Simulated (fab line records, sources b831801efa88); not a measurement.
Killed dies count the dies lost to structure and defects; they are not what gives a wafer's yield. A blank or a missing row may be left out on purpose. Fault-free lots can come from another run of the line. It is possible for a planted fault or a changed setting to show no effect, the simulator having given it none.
Which tool is to blame? || flow gf180mcu || at 1 step of a route of 602, 6 lots with 18 wafers sampled

== WHAT THE GAUGES SHOWED, per wafer ==
GF_M5_OVL_MEAS_08.
{"lot": "L220", "measured": "day 27 03:49", "on": "overlay-02", "M5_OVL (nm)": "-4 0 -1"}
{"lot": "L221", "measured": "day 27 23:18", "on": "overlay-02", "M5_OVL (nm)": "-3 -2 3"}
{"lot": "L224", "measured": "day 28 12:28", "on": "overlay-02", "M5_OVL (nm)": "-11 2 -3"}
{"lot": "L226", "measured": "day 29 13:58", "on": "overlay-01", "M5_OVL (nm)": "0 8 -2"}
{"lot": "L228", "measured": "day 30 00:00", "on": "overlay-01", "M5_OVL (nm)": "-6 -1 -7"}
{"lot": "L232", "measured": "day 31 04:10", "on": "overlay-01", "M5_OVL (nm)": "13 5 3"}

== WHICH TOOL RAN EACH LOT (tool, then ch and the chambers of the sampled wafers, then the start) ==
Before these readings, the record contains no process step.

== THE ANSWER, worked out from the rows above alone ==
Rule: usual is defined by the lots themselves. The widest of any qualifying gaps counts: lots, ordered by their means at a reading, are off when they make up no more than a third of the lots, leave a main group of 4 or more, and stand apart from it by 3 or more times the standard deviation of that group's means. A main group is skipped when, at the precision printed for the reading in the tables above, its means are all equal. Also off: a lot with no number at a reading for which 4 or more lots have one. The other lots that the step has rows for count as sound.
Across all readings shown, no lot is off: no conclusion can be drawn from this.

== WHAT HAD BEEN PUT IN BY THE SIMULATOR ==
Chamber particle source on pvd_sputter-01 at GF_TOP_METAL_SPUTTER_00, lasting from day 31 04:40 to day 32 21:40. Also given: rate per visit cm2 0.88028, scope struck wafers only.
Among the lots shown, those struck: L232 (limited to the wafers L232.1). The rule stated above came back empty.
